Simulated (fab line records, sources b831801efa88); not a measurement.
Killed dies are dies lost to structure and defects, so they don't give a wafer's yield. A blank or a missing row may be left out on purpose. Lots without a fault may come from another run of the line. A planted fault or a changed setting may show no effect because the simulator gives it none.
fab line records | flow gf180mcu
record lots=5 wafers=15 last_day=34
route steps=602 shown V2@391 M3@409
lots that met no fault: from a run of the same line without faults
start_h: hours from the record's first day to the start of the lot's first wafer shown | wait_h: hours since the lot's step before | " the same as in the row above | L1.1+2: a row that stands for several wafers | - no value, or no start given | * or withheld: withheld | < > ~ a bound
route shown NAME@n: a module of which the file shows steps, and the number in the route of the first | usual: mean/standard deviation of fault-free wafers | same: alike in all rows | chamber/n: place in a boat | sites: the reading at each site | _std_site: their standard deviation | _edge_site: outer sites' mean less inner sites' | radius_mm: how far each site lies from the wafer's centre | mask NAME#n: copy n | behind: the tool/chamber that last shaped the wafer | hold: why the lot was held/for how many hours/how that ended | device: the transistor (n, p or np) that didn't switch | end of line: the same wafers' tests at the end of the route | a step without rows: its recipe alone | killed: dies lost to structure and defects at the first sort, not the wafer's yield | map: a wafer's dies, x killed, . not, _ none there
set.NAME: the setting as run; set.NAME@STEP: as run at that earlier step | model.NAME: the simulator's own value behind a step, which no gauge read
lots at some steps of the route; a table a step, a row a wafer
services: from which hour (start_h, from the record's first day; less than 0 if before it) a tool's chamber was out of use, for how many hours, and why
## steps
# step GF_V2_COAT_09
# recipe resist=KrF spin_rpm=withheld resist_thk_nm=1000
# usual exhaust_pa=45.0/0.88
# columns lot.wafer tool chamber start_h wait_h exhaust_pa
L084.1 litho_track-03 0 - - 45.2
L084.2 " 0 " " 44.8
L084.3 " 0 " " 44.9
L086.1 litho_track-03 0 - - 44.6
L086.2 " 0 " " 44.1
L086.6 " 0 " " 45.4
L091.2 litho_track-01 0 - - 46.9
L091.3 " 0 " " 44.8
L091.5 " 0 " " 45.1
L092.1 litho_track-03 0 - - 45.9
L092.4 " 0 " " 44.4
L092.6 " 0 " " 45.5
L097.1 litho_track-01 0 - - 43.6
L097.2 " 0 " " 44.8
L097.6 " 0 " " 43.4
# step GF_V2_SOFTBAKE_10
# recipe temp_c=130 time_s=60 resist=KrF
# usual exhaust_pa=45.1/0.83
# columns lot.wafer tool chamber start_h wait_h exhaust_pa
L084.1 litho_track-03 0 - - 45.0
L084.2 " 0 " " 43.6
L084.3 " 0 " " 43.5
L086.1 litho_track-03 0 - - 45.1
L086.2 " 0 " " 45.3
L086.6 " 0 " " 46.2
L091.2 litho_track-01 0 - - 43.5
L091.3 " 0 " " 43.6
L091.5 " 0 " " 45.1
L092.1 litho_track-03 0 - - 45.4
L092.4 " 0 " " 44.1
L092.6 " 0 " " 44.8
L097.1 litho_track-01 0 - - 46.3
L097.2 " 0 " " 45.3
L097.6 " 0 " " 46.2
# step GF_V2_EXPOSE_11
# recipe mask_id=Via2 target_cd_nm=260 na=0.68 source_shape=conventional sigma_outer=0.6 dose_mj=38
# columns lot.wafer tool chamber start_h wait_h mask
L084.1+2+3 krf_scanner-01 0 - - Via2#0
L086.1+2+6 krf_scanner-01 0 - - Via2#0
L091.2+3+5 krf_scanner-02 0 - - Via2#0
L092.1+4+6 krf_scanner-02 0 - - Via2#0
L097.1+2+6 krf_scanner-01 0 - - Via2#0
# step GF_V2_PEB_12
# recipe peb_temp_c=135 peb_time_s=90 resist=KrF
# usual exhaust_pa=44.9/0.87
# same peb_time_s=90
# columns lot.wafer tool chamber start_h wait_h exhaust_pa
L084.1 litho_track-01 0 - - 46.1
L084.2 " 0 " " 46.0
L084.3 " 0 " " 44.6
L086.1 litho_track-02 0 - - 44.9
L086.2 " 0 " " 45.4
L086.6 " 0 " " 44.5
L091.2 litho_track-03 0 - - 45.1
L091.3 " 0 " " 44.9
L091.5 " 0 " " 45.4
L092.1 litho_track-02 0 - - 46.0
L092.4 " 0 " " 45.6
L092.6 " 0 " " 46.2
L097.1 litho_track-02 0 - - 43.8
L097.2 " 0 " " 44.0
L097.6 " 0 " " 44.9
# step GF_V2_DEVELOP_13
# recipe develop_time_s=60 resist=KrF dev_temp_c=21
# usual exhaust_pa=44.9/0.95
# columns lot.wafer tool chamber start_h wait_h exhaust_pa
L084.1 litho_track-01 0 560.34 0.2 45.3
L084.2 " 0 " " 46.5
L084.3 " 0 " " 45.5
L086.1 litho_track-02 0 571.78 0.2 44.0
L086.2 " 0 " " 44.9
L086.6 " 0 " " 46.3
L091.2 litho_track-03 0 607.22 0.2 45.4
L091.3 " 0 " " 45.4
L091.5 " 0 " " 44.3
L092.1 litho_track-02 0 614.48 0.2 45.7
L092.4 " 0 " " 46.6
L092.6 " 0 " " 45.5
L097.1 litho_track-02 0 652.38 0.2 45.4
L097.2 " 0 " " 45.3
L097.6 " 0 " " 44.8
# step GF_V2_CD_MEAS_14
# recipe target_cd_nm=260
# usual cd_nm=260.7/1.5
# columns lot.wafer tool chamber start_h wait_h cd_nm
L084.1 cd_sem-01 - 560.49 0.1 260.5
L084.2 " - " " 261.5
L084.3 " - " " 261.0
L086.1 cd_sem-02 - 571.93 0.1 258.9
L086.2 " - " " 259.4
L086.6 " - " " 259.5
L091.2 cd_sem-02 - 607.37 0.1 260.9
L091.3 " - " " 261.7
L091.5 " - " " 262.1
L092.1 cd_sem-01 - 614.63 0.1 260.1
L092.4 " - " " 261.6
L092.6 " - " " 262.7
L097.1 cd_sem-02 - 652.53 0.1 262.5
L097.2 " - " " 261.8
L097.6 " - " " 261.4
# step GF_V2_OVL_MEAS_15
# usual V2_OVL=0/4.2
# columns lot.wafer tool chamber start_h wait_h V2_OVL[nm]
L084.1 overlay-02 - 560.61 0.1 -3
L084.2 " - " " -2
L084.3 " - " " -6
L086.1 overlay-02 - 572.05 0.1 -3
L086.2 " - " " -4
L086.6 " - " " -2
L091.2 overlay-02 - 607.47 0.1 -2
L091.3 " - " " 1
L091.5 " - " " -1
L092.1 overlay-02 - 614.75 0.1 -2
L092.4 " - " " 2
L092.6 " - " " 0
L097.1 overlay-01 - 652.65 0.1 -2
L097.2 " - " " 6
L097.6 " - " " 1
# step GF_V2_ETCH_16
# recipe chemistry=N2/H2 target_depth_a=withheld overetch_a=withheld time_s=withheld target=BARC ion_energy_ev=200 source_w=500 bias_w=100 pressure_mtorr=30 n2_flow_sccm=100 h2_flow_sccm=200
# usual drypump_motor_current_A=5.8/0.53 n2_flow_sccm=99.97/0.29 oes_product_au=0.854/0.0051 throttle_valve_pct=13.225/0.0085
# columns lot.wafer tool chamber start_h wait_h drypump_motor_current_A n2_flow_sccm oes_product_au throttle_valve_pct
L084.1 rie_diel-01 0 560.65 0.0 5.2 99.98 0.859 13.218
L084.2 " 3 " " 6.4 99.83 0.854 13.220
L084.3 " 1 " " 5.7 99.84 0.843 13.227
L086.1 rie_diel-02 3 572.08 0.0 5.2 99.95 0.845 13.239
L086.2 " 1 " " 5.5 100.19 0.857 13.221
L086.6 " 1 " " 5.5 100.03 0.844 13.234
L091.2 rie_diel-03 1 607.50 0.0 5.5 100.03 0.854 13.240
L091.3 " 2 " " 6.5 100.00 0.856 13.230
L091.5 " 3 " " 6.3 99.32 0.863 13.223
L092.1 rie_diel-02 2 614.78 0.0 6.2 100.01 0.847 13.216
L092.4 " 1 " " 5.5 100.45 0.855 13.224
L092.6 " 2 " " 6.2 99.79 0.851 13.232
L097.1 rie_diel-03 3 652.68 0.0 6.2 100.25 0.852 13.227
L097.2 " 1 " " 5.5 100.21 0.869 13.225
L097.6 " 3 " " 6.2 100.47 0.861 13.227
# step GF_V2_ETCH_17
# recipe chemistry=C4F8/O2/Ar mask_material=KrF target=SiO2 stop_on=TiN source_w=1500 bias_w=1200 pressure_mtorr=40 c4f8_flow_sccm=withheld O2_flow_sccm=6 Ar_flow_sccm=300 time_s=withheld target_depth_a=6300
# usual oes_product_au=0.855/0.0048
# columns lot.wafer tool chamber start_h wait_h oes_product_au
L084.1 rie_diel-01 0 - - 0.856
L084.2 " 3 " " 0.849
L084.3 " 1 " " 0.853
L086.1 rie_diel-02 3 - - 0.864
L086.2 " 1 " " 0.856
L086.6 " 1 " " 0.855
L091.2 rie_diel-03 1 - - 0.862
L091.3 " 2 " " 0.854
L091.5 " 3 " " 0.848
L092.1 rie_diel-02 2 - - 0.859
L092.4 " 1 " " 0.853
L092.6 " 2 " " 0.865
L097.1 rie_diel-03 3 - - 0.849
L097.2 " 1 " " 0.856
L097.6 " 3 " " 0.856
# step GF_V2_STRIP_18
# recipe chemistry=O2/N2 power_w=1400 pressure_mtorr=1500 platen_temp_c=250 o2_flow_sccm=3000 n2_flow_sccm=300 overash_fraction=0.5
# usual drypump_motor_current_A=5.61/0.15 heater_power_w=347/37 n2_flow_sccm=300.0/0.86 o2_flow_sccm=2999/9.6 oes_product_au=0.592/0.005
# columns lot.wafer tool chamber start_h wait_h drypump_motor_current_A heater_power_w n2_flow_sccm o2_flow_sccm oes_product_au rf_hours_counter_h
L084.1 plasma_asher-03 0 560.78 - 5.48 384 301.7 3007 0.590 48
L084.2 " 1 " " 5.86 381 301.2 3008 0.580 48
L084.3 " 0 " " 5.50 379 299.9 2993 0.595 -
L086.1 plasma_asher-03 1 572.21 - 5.81 371 300.1 3003 0.599 49
L086.2 " 0 " " 5.44 388 300.4 3004 0.601 49
L086.6 " 0 " " 5.45 387 301.1 3002 0.597 -
L091.2 plasma_asher-03 0 607.63 - 5.46 381 299.2 3007 0.595 53
L091.3 " 0 " " 5.45 388 298.8 2998 0.593 -
L091.5 " 0 " " 5.46 390 299.8 3011 0.590 -
L092.1 plasma_asher-03 0 614.91 - 5.47 390 300.2 2988 0.597 54
L092.4 " 0 " " 5.46 383 300.8 2988 0.597 -
L092.6 " 0 " " 5.46 397 299.9 2992 0.589 -
L097.1 plasma_asher-02 1 652.81 - 5.61 298 299.4 3002 0.594 91
L097.2 " 0 " " 5.50 329 300.3 3001 0.593 91
L097.6 " 0 " " 5.52 322 300.4 3006 0.584 -
# step GF_V2_STRIP_19
# recipe chemistry=post_etch_residue_remover time_s=1200 temp_c=72.5
# columns lot.wafer tool chamber start_h wait_h
L084.1+2+3 wet_bench-01 3 560.88 0.1
L086.1+2+6 wet_bench-04 1 572.31 0.1
L091.2+3+5 wet_bench-04 3 607.73 0.1
L092.1+4+6 wet_bench-03 1 615.01 0.1
L097.1+2+6 wet_bench-01 2 652.91 0.1
# step GF_V2_CLEAN_20
# recipe chemistry=DIW dry=n2_spin
# columns lot.wafer tool chamber start_h wait_h
L084.1+2+3 wet_bench-04 0 561.22 0.0
L086.1+2+6 wet_bench-03 2 572.65 0.0
L091.2+3+5 wet_bench-01 1 608.08 0.0
L092.1+4+6 wet_bench-01 1 615.35 0.0
L097.1+2+6 wet_bench-03 3 653.25 0.0
# step GF_V2_SPUTTER_21
# recipe material=Ti target_thk_nm=15 chamber_pressure_pa=5 power_w=2500 substrate_temp_c=200 time_s=80.02
# usual throttle_valve_pct=30.3/1.1
# columns lot.wafer tool chamber start_h wait_h throttle_valve_pct
L084.1 pvd_sputter-03 - 561.31 0.0 30.0
L084.2 " - " " 31.1
L084.3 " - " " 28.1
L086.1 pvd_sputter-01 - 572.84 0.0 32.1
L086.2 " - " " 30.8
L086.6 " - " " 30.6
L091.2 pvd_sputter-02 - 608.18 0.0 30.9
L091.3 " - " " 30.7
L091.5 " - " " 30.7
L092.1 pvd_sputter-03 - 615.45 0.0 28.6
L092.4 " - " " 31.4
L092.6 " - " " 30.8
L097.1 pvd_sputter-03 - 653.34 0.0 31.1
L097.2 " - " " 30.8
L097.6 " - " " 31.1
# step GF_V2_SPUTTER_22
# recipe material=TiN target_thk_nm=10 chamber_pressure_pa=5 power_w=4000 time_s=40
# usual throttle_valve_pct=30.4/1.1
# columns lot.wafer tool chamber start_h wait_h throttle_valve_pct
L084.1 pvd_sputter-03 - 561.37 0.0 29.8
L084.2 " - " " 31.2
L084.3 " - " " 28.5
L086.1 pvd_sputter-01 - 572.90 0.0 32.0
L086.2 " - " " 30.7
L086.6 " - " " 30.9
L091.2 pvd_sputter-02 - 608.24 0.0 30.7
L091.3 " - " " 30.9
L091.5 " - " " 30.5
L092.1 pvd_sputter-03 - 615.51 0.0 28.3
L092.4 " - " " 31.0
L092.6 " - " " 30.9
L097.1 pvd_sputter-03 - 653.41 0.0 31.5
L097.2 " - " " 30.7
L097.6 " - " " 31.2
# step GF_V2_CVD_23
# recipe material=W target_thk_nm=350 time_s=104.94 temp_c=400 pressure_torr=40
# usual heater_power_w=877/37
# columns lot.wafer tool chamber start_h wait_h heater_power_w
L084.1 cvd_w-02 1 561.41 0.0 865
L084.2 " 0 " " 878
L084.3 " 1 " " 871
L086.1 cvd_w-02 1 572.94 0.0 863
L086.2 " 0 " " 867
L086.6 " 0 " " 882
L091.2 cvd_w-01 0 608.28 0.0 826
L091.3 " 1 " " 934
L091.5 " 0 " " 806
L092.1 cvd_w-02 1 615.55 0.0 864
L092.4 " 0 " " 905
L092.6 " 1 " " 866
L097.1 cvd_w-01 1 653.44 0.0 961
L097.2 " 0 " " 796
L097.6 " 0 " " 804
# step GF_V2_RS_MEAS_24
# recipe thk_meas_gauge=four-point-probe reads=W_of_V2_CVD_23+TiN_of_V2_SPUTTER_22+Ti_of_V2_SPUTTER_21
# usual V2_W_RS=0.320/0.0089
# columns lot.wafer tool chamber start_h wait_h V2_W_RS[ohm/sq]
L084.1 film_metro-04 - 561.52 0.1 0.325
L084.2 " - " " 0.313
L084.3 " - " " 0.329
L086.1 film_metro-04 - 573.05 0.1 0.326
L086.2 " - " " 0.313
L086.6 " - " " 0.312
L091.2 film_metro-02 - 608.42 0.1 0.329
L091.3 " - " " 0.327
L091.5 " - " " 0.327
L092.1 film_metro-02 - 615.72 0.1 0.321
L092.4 " - " " 0.310
L092.6 " - " " 0.318
L097.1 film_metro-04 - 653.56 0.1 0.321
L097.2 " - " " 0.327
L097.6 " - " " 0.328
# step GF_V2_THK_MEAS_25
# recipe thk_meas_gauge=xrf reads=W_of_V2_CVD_23
# usual V2_W_THK=356/11
# columns lot.wafer tool chamber start_h wait_h V2_W_THK[nm]
L084.1 film_metro-04 - 561.64 0.1 348
L084.2 " - " " 363
L084.3 " - " " 345
L086.1 film_metro-04 - 573.17 0.1 347
L086.2 " - " " 363
L086.6 " - " " 360
L091.2 film_metro-02 - 608.53 0.1 347
L091.3 " - " " 352
L091.5 " - " " 350
L092.1 film_metro-02 - 615.84 0.1 356
L092.4 " - " " 367
L092.6 " - " " 361
L097.1 film_metro-04 - 653.68 0.1 354
L097.2 " - " " 352
L097.6 " - " " 347
# step GF_V2_CMP_26
# recipe stop_on=SiO2 down_force_psi=3.5 platen_rpm=60 t_overpolish_s=15 target_thk_nm=0 pad_velocity_m_s=0.94248
# usual edge_zone_pressure_frac=0.999/0.0057 motor_current_A=11.2/1 overpolish_run_s=15.000/0.0085 time_to_endpoint_s=86/5.1
# columns lot.wafer tool chamber start_h wait_h edge_zone_pressure_frac motor_current_A overpolish_run_s time_to_endpoint_s
L084.2 cmp-01 1 561.70 0.0 0.990 10.4 14.995 90
L084.3 " 3 " " 1.000 11.0 15.001 85
L084.1 " 0 " " 0.999 11.9 14.993 78
L086.1 cmp-02 2 573.28 0.1 0.998 10.5 15.007 84
L086.2 " 3 " " 0.996 10.3 15.008 91
L086.6 " 1 " " 1.004 12.2 15.001 90
L091.3 cmp-01 0 608.62 0.1 1.006 12.1 14.984 76
L091.2 " 3 " " 0.993 11.8 14.989 86
L091.5 " 1 " " 1.007 11.1 15.009 82
L092.1 cmp-01 3 615.90 0.1 1.000 10.9 14.990 88
L092.4 " 1 " " 0.997 10.6 15.016 93
L092.6 " 3 " " 1.000 11.7 14.992 92
L097.2 cmp-02 0 653.79 0.1 0.995 10.3 14.990 86
L097.1 " 1 " " 0.998 12.0 15.000 87
L097.6 " 3 " " 0.998 10.3 15.019 89
# step GF_M3_SPUTTER_00
# recipe material=Ti target_thk_nm=37.5 arriving_ion_energy_ev=80 substrate_temp_c=200 chamber_pressure_pa=2 power_w=4000 time_s=150
# usual throttle_valve_pct=30.3/1
# columns lot.wafer tool chamber start_h wait_h throttle_valve_pct
L084.1 pvd_sputter-04 - 562.00 0.1 29.8
L084.2 " - " " 30.6
L084.3 " - " " 30.0
L086.1 pvd_sputter-04 - 573.53 0.2 28.6
L086.2 " - " " 30.6
L086.6 " - " " 30.3
L091.2 pvd_sputter-03 - 608.92 0.1 31.0
L091.3 " - " " 28.4
L091.5 " - " " 31.4
L092.1 pvd_sputter-01 - 616.20 0.2 31.8
L092.4 " - " " 30.5
L092.6 " - " " 30.7
L097.1 pvd_sputter-01 - 654.04 0.1 30.6
L097.2 " - " " 31.8
L097.6 " - " " 31.1
# step GF_M3_SPUTTER_01
# recipe material=TiN target_thk_nm=30 power_w=6500 time_s=25 chamber_pressure_pa=0.4
# usual throttle_valve_pct=30.3/1
# columns lot.wafer tool chamber start_h wait_h throttle_valve_pct
L084.1 pvd_sputter-04 - 562.10 0.1 29.9
L084.2 " - " " 30.7
L084.3 " - " " 30.1
L086.1 pvd_sputter-04 - 573.63 0.1 28.2
L086.2 " - " " 30.6
L086.6 " - " " 30.3
L091.2 pvd_sputter-03 - 609.02 0.1 31.1
L091.3 " - " " 28.5
L091.5 " - " " 31.3
L092.1 pvd_sputter-01 - 616.31 0.1 31.8
L092.4 " - " " 30.6
L092.6 " - " " 31.0
L097.1 pvd_sputter-01 - 654.14 0.1 30.4
L097.2 " - " " 31.8
L097.6 " - " " 30.9
# step GF_M3_SPUTTER_02
# recipe material=AlCu target_thk_nm=450 power_w=10600 time_s=23.9 chamber_pressure_pa=0.4
# usual throttle_valve_pct=30.3/1
# columns lot.wafer tool chamber start_h wait_h throttle_valve_pct
L084.1 pvd_sputter-04 - 562.13 0.0 29.8
L084.2 " - " " 30.4
L084.3 " - " " 30.2
L086.1 pvd_sputter-04 - 573.66 0.0 28.5
L086.2 " - " " 30.6
L086.6 " - " " 30.4
L091.2 pvd_sputter-03 - 609.05 0.0 30.8
L091.3 " - " " 28.6
L091.5 " - " " 31.4
L092.1 pvd_sputter-01 - 616.34 0.0 31.9
L092.4 " - " " 30.6
L092.6 " - " " 30.7
L097.1 pvd_sputter-01 - 654.17 0.0 30.4
L097.2 " - " " 32.1
L097.6 " - " " 30.9
# step GF_M3_SPUTTER_03
# recipe material=Ti target_thk_nm=10 substrate_temp_c=300 chamber_pressure_pa=0.3 power_w=3000 time_s=6.7
# usual throttle_valve_pct=30.3/1
# columns lot.wafer tool chamber start_h wait_h throttle_valve_pct
L084.1 pvd_sputter-04 - 562.16 0.0 29.8
L084.2 " - " " 30.4
L084.3 " - " " 30.2
L086.1 pvd_sputter-04 - 573.69 0.0 28.3
L086.2 " - " " 30.4
L086.6 " - " " 30.3
L091.2 pvd_sputter-03 - 609.08 0.0 30.8
L091.3 " - " " 28.4
L091.5 " - " " 31.5
L092.1 pvd_sputter-01 - 616.38 0.0 31.8
L092.4 " - " " 30.5
L092.6 " - " " 31.0
L097.1 pvd_sputter-01 - 654.20 0.0 30.6
L097.2 " - " " 31.6
L097.6 " - " " 31.1
# step GF_M3_SPUTTER_04
# recipe material=TiN target_thk_nm=50 power_w=6500 time_s=41.7 chamber_pressure_pa=0.4
# usual throttle_valve_pct=30.3/1
# columns lot.wafer tool chamber start_h wait_h throttle_valve_pct
L084.1 pvd_sputter-04 - 562.18 0.0 29.8
L084.2 " - " " 30.5
L084.3 " - " " 30.1
L086.1 pvd_sputter-04 - 573.71 0.0 28.0
L086.2 " - " " 30.7
L086.6 " - " " 30.0
L091.2 pvd_sputter-03 - 609.10 0.0 30.9
L091.3 " - " " 28.6
L091.5 " - " " 31.4
L092.1 pvd_sputter-01 - 616.40 0.0 31.9
L092.4 " - " " 30.5
L092.6 " - " " 30.9
L097.1 pvd_sputter-01 - 654.22 0.0 30.6
L097.2 " - " " 31.8
L097.6 " - " " 31.2
# step GF_M3_RS_MEAS_05
# recipe thk_meas_gauge=four-point-probe reads=TiN_of_M3_SPUTTER_04+Ti_of_M3_SPUTTER_03+AlCu_of_M3_SPUTTER_02+TiN_of_M3_SPUTTER_01+Ti_of_M3_SPUTTER_00
# usual M3_ALCU_RS=0.0695/0.00069
# columns lot.wafer tool chamber start_h wait_h M3_ALCU_RS[ohm/sq]
L084.1 film_metro-03 - 562.22 0.0 0.0705
L084.2 " - " " 0.0710
L084.3 " - " " 0.0707
L086.1 film_metro-01 - 573.75 0.0 0.0686
L086.2 " - " " 0.0696
L086.6 " - " " 0.0686
L091.2 film_metro-03 - 609.16 0.0 0.0706
L091.3 " - " " 0.0697
L091.5 " - " " 0.0699
L092.1 film_metro-03 - 616.55 0.1 0.0692
L092.4 " - " " 0.0704
L092.6 " - " " 0.0690
L097.1 film_metro-03 - 654.26 0.0 0.0701
L097.2 " - " " 0.0693
L097.6 " - " " 0.0693
# step GF_M3_THK_MEAS_06
# recipe thk_meas_gauge=xrf reads=AlCu_of_M3_SPUTTER_02
# usual M3_ALCU_THK=444/5.6
# columns lot.wafer tool chamber start_h wait_h M3_ALCU_THK[nm]
L084.1 film_metro-03 - 562.34 0.1 440
L084.2 " - " " 436
L084.3 " - " " 438
L086.1 film_metro-01 - 573.87 0.1 447
L086.2 " - " " 442
L086.6 " - " " 445
L091.2 film_metro-03 - 609.27 0.1 440
L091.3 " - " " 445
L091.5 " - " " 445
L092.1 film_metro-03 - 616.67 0.1 450
L092.4 " - " " 442
L092.6 " - " " 449
L097.1 film_metro-03 - 654.38 0.1 442
L097.2 " - " " 449
L097.6 " - " " 449
# step GF_M3_DEHYDRATE_07
# recipe temp_c=200 time_s=60
# usual exhaust_pa=45.2/0.9
# columns lot.wafer tool chamber start_h wait_h exhaust_pa
L084.1 litho_track-04 0 573.36 11.0 46.4
L084.2 " 0 " " 47.0
L084.3 " 0 " " 45.1
L086.1 litho_track-04 0 583.86 10.0 45.1
L086.2 " 0 " " 46.0
L086.6 " 0 " " 47.9
L091.2 litho_track-04 0 619.38 10.1 45.2
L091.3 " 0 " " 45.1
L091.5 " 0 " " 45.1
L092.1 litho_track-04 0 626.41 9.7 46.9
L092.4 " 0 " " 46.6
L092.6 " 0 " " 47.2
L097.1 litho_track-04 0 663.36 9.0 44.7
L097.2 " 0 " " 44.2
L097.6 " 0 " " 45.7
# step GF_M3_HMDS_08
# recipe prime_time_s=60 prime_temp_c=120
# usual exhaust_pa=45.0/0.98
# columns lot.wafer tool chamber start_h wait_h exhaust_pa
L084.1 litho_track-04 0 573.51 0.1 42.7
L084.2 " 0 " " 43.5
L084.3 " 0 " " 42.4
L086.1 litho_track-04 0 584.01 0.1 45.4
L086.2 " 0 " " 45.0
L086.6 " 0 " " 46.5
L091.2 litho_track-04 0 619.53 0.1 44.9
L091.3 " 0 " " 45.9
L091.5 " 0 " " 45.7
L092.1 litho_track-04 0 626.56 0.1 46.4
L092.4 " 0 " " 45.0
L092.6 " 0 " " 44.3
L097.1 litho_track-04 0 663.51 0.1 46.5
L097.2 " 0 " " 43.5
L097.6 " 0 " " 46.5
# step GF_M3_COAT_09
# recipe resist=KrF spin_rpm=withheld resist_thk_nm=1000
# usual exhaust_pa=44.8/1
# columns lot.wafer tool chamber start_h wait_h exhaust_pa
L084.1 litho_track-04 0 573.66 0.1 44.9
L084.2 " 0 " " 43.9
L084.3 " 0 " " 45.0
L086.1 litho_track-04 0 584.16 0.1 45.3
L086.2 " 0 " " 43.5
L086.6 " 0 " " 43.4
L091.2 litho_track-04 0 619.68 0.1 46.5
L091.3 " 0 " " 45.9
L091.5 " 0 " " 45.4
L092.1 litho_track-04 0 626.71 0.1 43.5
L092.4 " 0 " " 44.3
L092.6 " 0 " " 44.8
L097.1 litho_track-04 0 663.66 0.1 44.6
L097.2 " 0 " " 43.7
L097.6 " 0 " " 44.4
# step GF_M3_SOFTBAKE_10
# recipe temp_c=130 time_s=57.26 resist=KrF
# usual exhaust_pa=45.1/0.9
# columns lot.wafer tool chamber start_h wait_h exhaust_pa
L084.1 litho_track-04 0 573.81 0.1 44.2
L084.2 " 0 " " 44.6
L084.3 " 0 " " 46.0
L086.1 litho_track-04 0 584.31 0.1 46.0
L086.2 " 0 " " 45.9
L086.6 " 0 " " 44.9
L091.2 litho_track-04 0 619.83 0.1 45.0
L091.3 " 0 " " 45.0
L091.5 " 0 " " 44.1
L092.1 litho_track-04 0 626.86 0.1 44.3
L092.4 " 0 " " 44.9
L092.6 " 0 " " 45.8
L097.1 litho_track-04 0 663.81 0.1 45.9
L097.2 " 0 " " 45.0
L097.6 " 0 " " 45.6
# step GF_M3_EXPOSE_11
# recipe mask_id=Metal3 target_cd_nm=280 na=0.68 source_shape=conventional sigma_outer=0.6 dose_mj=28
# columns lot.wafer tool chamber start_h wait_h mask
L084.1+2+3 krf_scanner-01 0 - - Metal3#0
L086.1+2+6 krf_scanner-01 0 - - Metal3#0
L091.2+3+5 krf_scanner-01 0 - - Metal3#0
L092.1+4+6 krf_scanner-01 0 - - Metal3#0
L097.1+2+6 krf_scanner-01 0 - - Metal3#0
# step GF_M3_PEB_12
# recipe peb_temp_c=135 peb_time_s=90 resist=KrF
# usual exhaust_pa=45.1/0.8
# same peb_time_s=90
# columns lot.wafer tool chamber start_h wait_h exhaust_pa
L084.1 litho_track-01 0 - - 44.9
L084.2 " 0 " " 43.9
L084.3 " 0 " " 45.9
L086.1 litho_track-01 0 - - 44.3
L086.2 " 0 " " 43.7
L086.6 " 0 " " 44.8
L091.2 litho_track-01 0 - - 46.1
L091.3 " 0 " " 45.9
L091.5 " 0 " " 46.4
L092.1 litho_track-02 0 - - 45.3
L092.4 " 0 " " 45.3
L092.6 " 0 " " 45.0
L097.1 litho_track-02 0 - - 46.0
L097.2 " 0 " " 45.6
L097.6 " 0 " " 45.4
# step GF_M3_DEVELOP_13
# recipe develop_time_s=60 dev_temp_c=21
# usual exhaust_pa=44.8/1
# columns lot.wafer tool chamber start_h wait_h exhaust_pa
L084.1 litho_track-01 0 584.34 0.2 44.2
L084.2 " 0 " " 44.2
L084.3 " 0 " " 43.7
L086.1 litho_track-01 0 594.84 0.2 43.7
L086.2 " 0 " " 43.9
L086.6 " 0 " " 43.3
L091.2 litho_track-01 0 629.92 0.2 44.6
L091.3 " 0 " " 45.6
L091.5 " 0 " " 44.6
L092.1 litho_track-02 0 636.63 0.2 45.2
L092.4 " 0 " " 45.0
L092.6 " 0 " " 45.6
L097.1 litho_track-02 0 673.43 0.2 45.9
L097.2 " 0 " " 43.8
L097.6 " 0 " " 46.4
# step GF_M3_CD_MEAS_14
# recipe target_cd_nm=280
# usual cd_nm=279.8/1.1
# columns lot.wafer tool chamber start_h wait_h cd_nm
L084.1 cd_sem-02 - 584.49 0.1 278.8
L084.2 " - " " 279.0
L084.3 " - " " 279.6
L086.1 cd_sem-02 - 594.99 0.1 280.5
L086.2 " - " " 280.5
L086.6 " - " " 279.4
L091.2 cd_sem-01 - 630.06 0.1 278.0
L091.3 " - " " 279.1
L091.5 " - " " 277.7
L092.1 cd_sem-01 - 636.78 0.1 281.0
L092.4 " - " " 281.7
L092.6 " - " " 280.8
L097.1 cd_sem-02 - 673.58 0.1 279.5
L097.2 " - " " 278.0
L097.6 " - " " 280.6
# step GF_M3_OVL_MEAS_15
# usual M3_OVL=-3/5.7
# columns lot.wafer tool chamber start_h wait_h M3_OVL[nm]
L084.1 overlay-02 - 584.61 0.1 -1
L084.2 " - " " -4
L084.3 " - " " -3
L086.1 overlay-02 - 595.11 0.1 -8
L086.2 " - " " 1
L086.6 " - " " -4
L091.2 overlay-02 - 630.17 0.1 -1
L091.3 " - " " -2
L091.5 " - " " -5
L092.1 overlay-02 - 636.90 0.1 -9
L092.4 " - " " -9
L092.6 " - " " -7
L097.1 overlay-02 - 673.70 0.1 0
L097.2 " - " " -6
L097.6 " - " " -2
# step GF_M3_METAL_ETCH_16
# recipe chemistry=Cl2/BCl3 mask_material=KrF target_depth_nm=627.5 stop_on=SiO2 pressure_mtorr=8 icp_w=800 bias_w=140 Cl2_flow_sccm=80 bcl3_flow_sccm=40 time_s=104.6
# usual drypump_motor_current_A=5.7/0.34 oes_product_au=0.972/0.0059 throttle_valve_pct=28.250/0.0093
# columns lot.wafer tool chamber start_h wait_h drypump_motor_current_A oes_product_au rf_hours_counter_h throttle_valve_pct
L084.1 rie_metal-02 0 584.65 0.0 5.7 0.971 5 28.263
L084.2 " 0 " " 5.7 0.964 - 28.241
L084.3 " 0 " " 5.7 0.968 - 28.258
L086.1 rie_metal-04 0 595.15 0.0 5.6 0.983 9 28.258
L086.2 " 0 " " 5.6 0.975 - 28.252
L086.6 " 0 " " 5.6 0.978 - 28.243
L091.2 rie_metal-03 0 630.24 0.1 6.3 0.969 - 28.266
L091.3 " 0 " " 6.3 0.971 - 28.253
L091.5 " 0 " " 6.3 0.966 - 28.248
L092.1 rie_metal-02 0 636.93 0.0 5.7 0.970 8 28.257
L092.4 " 0 " " 5.7 0.978 - 28.258
L092.6 " 0 " " 5.7 0.974 - 28.245
L097.1 rie_metal-04 0 673.73 0.0 5.6 0.976 12 28.244
L097.2 " 1 " " 5.6 0.976 2 28.248
L097.6 " 0 " " 5.6 0.966 - 28.258
## services
# columns tool chamber start_h hours kind
rie_metal-04 0 525.30 27.5 repair
cvd_w-01 - 525.69 2.8 pm
cmp-02 - 530.13 3.2 pm
rie_diel-03 3 538.28 16.4 repair
pvd_sputter-04 - 541.43 3.4 repair
rie_metal-02 1 543.86 144.8 repair
plasma_asher-03 - 547.57 2.9 repair
rie_diel-02 1 556.18 12.5 repair
rie_diel-02 2 560.88 6.5 repair
cmp-01 - 572.00 4.0 pm
cvd_w-02 0 584.71 14.5 repair
plasma_asher-03 - 587.70 0.6 repair
krf_scanner-01 - 594.74 1.0 pm
cmp-01 - 596.31 8.8 pm
cmp-01 - 605.70 2.9 repair
krf_scanner-01 - 611.98 1.3 pm
cmp-01 - 616.36 0.6 repair
wet_bench-04 - 627.12 1.9 repair
krf_scanner-01 - 640.13 0.8 pm
cvd_w-02 0 641.30 1.3 repair
rie_diel-03 2 645.93 4.9 repair
pvd_sputter-04 - 647.00 6.1 repair
cmp-01 - 652.70 2.9 repair
krf_scanner-01 - 673.35 4.8 repair
## key
fault none
